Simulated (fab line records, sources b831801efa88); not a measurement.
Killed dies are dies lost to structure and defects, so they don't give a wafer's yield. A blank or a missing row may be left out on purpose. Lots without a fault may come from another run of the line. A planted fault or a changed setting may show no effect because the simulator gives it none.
Which tool did it? | flow gf180mcu | 7 lots, 21 wafers sampled, at 1 step of a route of 602

WHAT THE GAUGES READ, wafer by wafer
GF_CONTACT_BOW_MEAS_05.
lot  | measured     | on            | CONTACT_BOW (um)
L993 | day 16 01:37 | film_metro-02 | 67 52 66
L995 | day 17 05:56 | film_metro-02 | 62 62 73
L101 | day 19 14:07 | film_metro-01 | 70 52 67
L104 | day 20 10:58 | film_metro-02 | 52 61 62
L107 | day 21 10:46 | film_metro-01 | 69 66 77
L110 | day 22 13:43 | film_metro-03 | 69 73 70
L112 | day 23 04:55 | film_metro-02 | 74 66 64

WHICH TOOL RAN EACH LOT (tool, then ch and the chambers of the sampled wafers, then the start)
The record holds no process step before these readings.

THE ANSWER, worked out from the rows above alone
Rule: what is usual is taken from the lots themselves. Put in order of their means at a reading, lots are off if they are a third of the lots or fewer, leave a main group of 4 or more, and stand apart from it by a gap of 3 or more times the standard deviation of the main group's means; of several such gaps the widest counts. A main group whose means are all the same, to the digits that the tables above print for the reading, isn't used. A lot without any number at a reading at which 4 lots or more have one is off too. The other lots that the step has rows for count as sound.
No lot is off at any reading shown: from this, nothing can be told.

WHAT THE SIMULATOR HAD PUT IN
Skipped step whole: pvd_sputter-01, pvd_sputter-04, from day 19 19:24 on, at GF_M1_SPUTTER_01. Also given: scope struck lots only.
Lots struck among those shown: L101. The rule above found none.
